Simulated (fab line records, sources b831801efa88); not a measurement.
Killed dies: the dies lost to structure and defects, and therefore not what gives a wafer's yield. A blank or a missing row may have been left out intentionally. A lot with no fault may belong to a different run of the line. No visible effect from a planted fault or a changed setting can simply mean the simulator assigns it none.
Comparing a struck lot with a sound one	flow sky130	36 out of 708 route steps
Sound: these wafers, L367.2, L367.3, L367.5. Wafers L369.1, L369.3, L369.6 were the ones struck. The cause is named last.
For every step that has rows: the tool of each side, followed by ch and its chambers, followed by its first start. Under that, the readings that differ: sound wafers	struck wafers	difference of the means	sigmas: that difference in standard deviations of wafers without a fault.
alike: readings whose means differ by less than 2 such deviations, and words and numbers that are the same on both sides. not compared: withheld readings, readings that some wafer has no value for, bounds like >300 that may hide the same value, and numbers for which the record gives no deviation and whose values overlap.
A row with sigmas, a row that says differs or no value, or rows on one side alone: a step with any of these is where the two part. Numbers that have no deviation but don't overlap get no sigmas and don't part them. A reading that every wafer of one side lacks parts them only if that side has two wafers or more.

first, 10 steps without rows for these wafers: SKY_GATE_OXIDE_COAT_05 (resist thk 1140 nm); SKY_GATE_OXIDE_SOFTBAKE_06 (time 60 s); SKY_GATE_OXIDE_EXPOSE_07 (exposes mask LVOM, target cd 600 nm); SKY_GATE_OXIDE_PEB_08; SKY_GATE_OXIDE_DEVELOP_09 (develop time 60 s); SKY_GATE_OXIDE_IMPLANT_11; SKY_GATE_OXIDE_WET_ETCH_12 (etches SiO2 in dHF, target depth 16.8 nm, time 336 s); SKY_GATE_OXIDE_STRIP_13 (strips in O2/N2); SKY_GATE_OXIDE_CLEAN_15 (cleans in SC1/SC2, time 150 s); SKY_GATE_OXIDE_OXIDATION_16 (stabilise 600 s, purge 300 s, target thk 3.57 nm).
SKY_POLY_GATE_CVD_00: deposits poly-Si, target thk 180 nm, time 720 s.
  sound on lpcvd-01 ch 0, day 16 05:22; struck on lpcvd-01 ch 0, day 16 18:47
reading	sound	struck	difference	sigmas
spike_tc_centre_C (C)	620.7 620.0 621.0	627.5 628.4 626.9	+7.0	+6
spike_tc_top_C (C)	640 639 641	650 649 648	+9	+3
spike_tc_upper_C (C)	618.4 618.7 621.0	564.5 565.9 564.1	-54.5	-45
zone_power_centre_pct (%)	8.68 8.62 8.55	12.96 12.94 13.06	+4.37	+24
zone_power_top_pct (%)	18.7 19.1 19.1	24.2 24.6 24.8	+5.6	+9
zone_power_upper_pct (%)	7.3 7.1 7.1	0.0 0.0 0.0	-7.2	-9
model.poly-Si_of_POLY_GATE_CVD_00.thk_nm (nm)	181.4 180.6 180.6	170.7 154.9 124	-31.0	
SKY_POLY_GATE_THK_MEAS_01:
  sound on film_metro-03, day 16 06:34; struck on film_metro-03, day 16 19:59
reading	sound	struck	difference	sigmas
POLY_GATE_CVD_00_THK (nm)	181.3 180.7 180.7	170.5 154.9 124.0	-31.1	-17
then, 9 steps without rows for these wafers: SKY_RES_PROTECT_DEHYDRATE_00 (time 60 s); SKY_RES_PROTECT_HMDS_01 (prime time 60 s); SKY_RES_PROTECT_COAT_02 (resist thk 1140 nm); SKY_RES_PROTECT_SOFTBAKE_03 (time 60 s); SKY_RES_PROTECT_EXPOSE_04 (exposes mask RPM, target cd 1270 nm); SKY_RES_PROTECT_PEB_05; SKY_RES_PROTECT_DEVELOP_06 (develop time 60 s); SKY_POLY_GATE_IMPLANT_02; SKY_RES_PROTECT_STRIP_07 (strips in O2/N2).
SKY_RES_PROTECT_CLEAN_09: cleans in SC1/SC2, time 150 s.
  sound on wet_bench-03 ch 3, day 17 11:16; struck on wet_bench-01 ch 1, day 18 00:37
reading	sound	struck	difference	sigmas
model.poly-Si_of_POLY_GATE_CVD_00.thk_nm (nm)	180.8 180 180	170.1 154.2 123.3	-31.1	
  alike: bath_guard_temp_C
then, 11 steps without rows for these wafers: SKY_POLY_GATE_CVD_03 (deposits Si3N4 from DCS/NH3, target thk 75 nm, time 1290 s); SKY_POLY_GATE_DEHYDRATE_05 (time 60 s); SKY_POLY_GATE_HMDS_06 (prime time 60 s); SKY_POLY_GATE_COAT_07 (resist thk 110 nm); SKY_POLY_GATE_COAT_08 (resist thk 450 nm); SKY_POLY_GATE_SOFTBAKE_09 (time 90 s); SKY_POLY_GATE_EXPOSE_10 (exposes mask P1M, target cd 150 nm); SKY_POLY_GATE_PEB_11; SKY_POLY_GATE_DEVELOP_12 (develop time 60 s); SKY_POLY_GATE_ETCH_15 (etches BARC in N2/H2, stops on SiO2, time 118.5 s, target depth 110 nm); SKY_POLY_GATE_ETCH_16 (etches Si3N4 in CH3F/O2, stops on poly-Si, time 147.5 s, target depth 75 nm).
SKY_POLY_GATE_ETCH_17: etches poly-Si in HBr/Cl2, stops on SiO2, target depth 180 nm, time 70.5 s.
  sound on rie_si-01 ch 2,3, day 18 18:40; struck on rie_si-02 ch 0,1,3, day 19 09:26
reading	sound	struck	difference	sigmas
oes_product_au (a.u.)	0.990 0.983 0.987	0.957 0.897 0.985	-0.040	-5
  alike: drypump_motor_current_A, throttle_valve_pct
  not compared: rf_hours_counter_h, model.POLY_GATE.feature_depth_nm, model.etch.depth_nm
then, 1 step without rows for these wafers: SKY_POLY_GATE_STRIP_18 (strips in O2/N2).
-- record jumps: 28 days separate the struck wafers' starts on either side; left off in module POLY_GATE, taken up again in module PAD_OPEN, whose first shown step is the route's number 708 --
SKY_PAD_OPEN_PROBE_99:
  sound on prober-02, day 47 07:36; struck on prober-01, day 47 17:20
reading	sound	struck	difference	sigmas
model.etest.res_high_po.line_ohm_um	778.1 743.7 765.2	786.8 833.2 1039	+124.0	
model.etest.res_poly.line_ohm_um	545.1 506.1 529.7	559.6 574.7 724.7	+92.7	
model.etest.tip_sonos.rs_ohm_sq	2600 2630 2592	2530 2507 2422	-121	
model.etest.res_high_po.rs_ohm_sq	268.6 263.4 262.9	271.8 294.6 366.2	+45.9	
model.etest.res_poly.rs_ohm_sq	49.21 48.78 48.76	49.69 54.63 69.64	+9.07	
model.etest.cap_li_to_poly.c_af_um2	99.14 99.27 98.64	95.66 91.35 86.15	-7.96	
model.etest.pfet_01v8_lvt.drive_ua_um	172.7 169.5 173.2	180.2 179.3 176.7	+6.9	
  alike: killed_at_M0_to_M3, killed_at_M4_up, killed_at_contacts, killed_at_front_end, killed_at_other, killed_dies, killed_open, killed_short
  not compared: model.etest.pfet_01v8.drive_ua_um

== WHERE THEY PART ==
First at SKY_POLY_GATE_CVD_00; last, within this record, at SKY_POLY_GATE_ETCH_17. Later steps at which nothing parts them and some readings are alike: SKY_PAD_OPEN_PROBE_99.

WHY: what the simulator had put in
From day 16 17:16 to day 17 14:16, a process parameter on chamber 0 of lpcvd-01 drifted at SKY_POLY_GATE_CVD_00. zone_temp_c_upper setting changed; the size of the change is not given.
